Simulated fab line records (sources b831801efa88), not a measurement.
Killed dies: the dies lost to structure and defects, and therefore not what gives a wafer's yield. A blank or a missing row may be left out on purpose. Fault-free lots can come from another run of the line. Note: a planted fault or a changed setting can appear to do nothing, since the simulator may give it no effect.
Which tool did it?    flow gf180mcu    7 lots, 21 wafers sampled, at 2 steps of a route of 602

== WHAT THE GAUGES SHOWED, per wafer ==
GF_PSD_TW_MEAS_11.
lot   measured      on             PSD_TW
L872  day 13 16:41  film-metro-02  3151 3138 3147
L874  day 14 11:30  film-metro-01  3174 3166 3180
L878  day 17 19:59  film-metro-01  3182 3176 3181
L881  day 17 23:45  film-metro-04  3194 3230 3211
L882  day 18 05:08  film-metro-02  3161 3138 3135
L885  day 19 18:41  film-metro-02  3183 3170 3172
L893  day 22 19:56  film-metro-01  30 3153 30 30 3149 30

== TOOL THAT RAN EACH LOT (tool first, then ch and the chambers of the sampled wafers, then the start) ==
lot   GF_PSD_DEVELOP_06
L872  litho-track-04 ch 0, day 13 16:08
L874  litho-track-03 ch 0, day 14 10:58
L878  litho-track-04 ch 0, day 17 19:26
L881  litho-track-03 ch 0, day 17 23:13
L882  litho-track-03 ch 0, day 18 04:35
L885  litho-track-01 ch 0, day 19 18:07
L893  litho-track-01 ch 0, day 22 19:23
- GF_PSD_DEVELOP_06: develop time 60 s.

== THE ANSWER, worked out from the rows above alone ==
Rule: usual is defined by the lots themselves. Put in order of their means at a reading, lots are off if they are a third of the lots or fewer, leave a main group of 4 or more, and stand apart from it by a gap of 3 or more times the standard deviation of the main group's means; of several such gaps the widest counts. The tables above print the reading to a certain number of digits; a main group whose means all agree to those digits is not used. Also off: a lot with no number at a reading for which 4 or more lots have one. Any other lot the step has rows for is counted as sound.
Off: L893, at GF_PSD_TW_MEAS_11 (PSD_TW). Mean 3172 and standard deviation 23 in the main group.
If a tool, at a process step before that reading, ran all the lots that are off and no sound lot after the first of them, it fits. Gauges at GF_PSD_TW_MEAS_11: tried the same way as those tools. This does not decide it: 2 tools fit, namely litho-track-01 at GF_PSD_DEVELOP_06 and film-metro-01 at GF_PSD_TW_MEAS_11.

== WHAT THE SIMULATOR HAD PUT IN ==
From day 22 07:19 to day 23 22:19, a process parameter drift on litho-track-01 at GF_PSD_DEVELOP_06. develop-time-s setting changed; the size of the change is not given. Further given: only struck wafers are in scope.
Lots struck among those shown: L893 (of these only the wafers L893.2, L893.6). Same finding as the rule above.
